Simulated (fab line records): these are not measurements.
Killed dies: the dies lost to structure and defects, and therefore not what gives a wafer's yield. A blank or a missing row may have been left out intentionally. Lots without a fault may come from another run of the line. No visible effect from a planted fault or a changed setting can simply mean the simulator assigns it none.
Problem report, 8D (eight disciplines) form, completed by code ; flow sky130 ; the parts of the form that need people (team, actions taken, sign-off) are left out

## 1. WHAT WENT WRONG
Mean of oes-product-au at SKY_METAL3_METAL_ETCH_18: 1.004 a.u. across 9 wafers in 3 lots; on wafers with no fault it is 0.866 a.u. (standard deviation 0.0064). Measured from the usual mean, that is +22 standard deviations.
The step: etches the open film in Cl2/BCl3, stops on SiO2, target depth 845 nm, time 183.1 s.
First seen on wafer L962.1, day 42 14:44, on rie-metal-02. At this step, 33 wafers from 11 lots have a number in the record. Rule for "out", or "out of limits": more than 4 standard deviations from the usual mean. All remaining wafers that have a number are taken as sound.

## 2. WHAT IT IS; WHAT IT IS NOT
question;is;is not
which readings at this step;oes-product-au;drypump-motor-current-A
which lots;L962, L964, L965;L950, L952, L953, L954, L958, L961, L966, L973
which wafers of those lots;all that have a number;-
read on which tools;rie-metal-02, rie-metal-03, rie-metal-04;-
when;from day 42 14:44;"up to then (18 sound wafers); but 6 sound wafers of L966, L973 came after"

## 3. SUSPECTS, AND WHAT RULES EACH OUT
Counting: any tool at a process step up to the reading is kept as a suspect provided that every lot that is out went through it and no sound lot did after the first of them.
- pvd-sputter-02 at SKY_METAL3_SPUTTER_02 (material AlCu, target thk 735 nm, time 39.1 s): kept. It processed each lot that is out, first L962 at day 40 14:48, and no sound lot thereafter; up to then, the last sound lot it processed was L961 at day 40 08:30.
- pvd-sputter-02 at SKY_METAL3_SPUTTER_03 (material Ti, target thk 5 nm, time 3.3 s): kept. It processed each lot that is out, first L962 at day 40 14:50, and no sound lot thereafter; up to then, the last sound lot it processed was L961 at day 40 08:32.
What counting leaves: pvd-sputter-02 at SKY_METAL3_SPUTTER_02 and pvd-sputter-02 at SKY_METAL3_SPUTTER_03.

## 4. THE CAUSE (what the simulator had put in)
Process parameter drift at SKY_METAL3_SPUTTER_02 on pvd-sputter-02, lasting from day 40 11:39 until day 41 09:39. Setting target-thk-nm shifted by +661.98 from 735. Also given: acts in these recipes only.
2 suspects survive the count, and this tool is in that group.

## 5. SEQUENCE OF EFFECTS, ordered by route
One row per reading whose mean, taken over the struck wafers that have a number, lies over 3 standard deviations from the usual. Only readings for which the record gives a usual standard deviation are gone through. hours: the time from each lot's start at the first step in this table that gives one to its start at this step, as a median over the lots. sigmas: the change in usual standard deviations.
hours;step;reading;usual;on struck wafers;change;sigmas
0;SKY_METAL3_METAL_ETCH_18;oes-product-au;0.866 a.u.;1.004;+0.138;+22
153;SKY_PAD_OPEN_PROBE_99;defect-limited-yield;83.0 %;0.0;-83.0;-46
153;SKY_PAD_OPEN_PROBE_99;killed_at_M0_to_M3;42;449;+407;+62
153;SKY_PAD_OPEN_PROBE_99;killed-dies;83;492;+409;+45
153;SKY_PAD_OPEN_PROBE_99;killed-on-rim;16;96;+80;+20
153;SKY_PAD_OPEN_PROBE_99;sort_bin_5_function;10.0 %;92.7;+82.7;+55
153;SKY_PAD_OPEN_PROBE_99;sort-n-pass;409;0;-409;-45
153;SKY_PAD_OPEN_PROBE_99;sort-yield-pct;83.0 %;0.0;-83.0;-46
It contains these process steps:
- SKY_METAL3_METAL_ETCH_18: etches the open film in Cl2/BCl3, stops on SiO2, target depth 845 nm, time 183.1 s.
- SKY_PAD_OPEN_PROBE_99

## 6. HOW IT WOULD HAVE BEEN CAUGHT EARLIER
The fault began at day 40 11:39; the first out-of-limits reading in this record came at day 42 14:44, 51 hours later.
Tool readings at SKY_METAL3_SPUTTER_02 with a usual standard deviation given in the record: none out on any struck wafer, hence no alarm at a limit of 4 standard deviations on them.
The start of SKY_METAL3_SPUTTER_02 on pvd-sputter-02 came by day 42 14:44 for every one of the lots that are out (3). Had the tool been put on hold then, not one of them would have been saved.
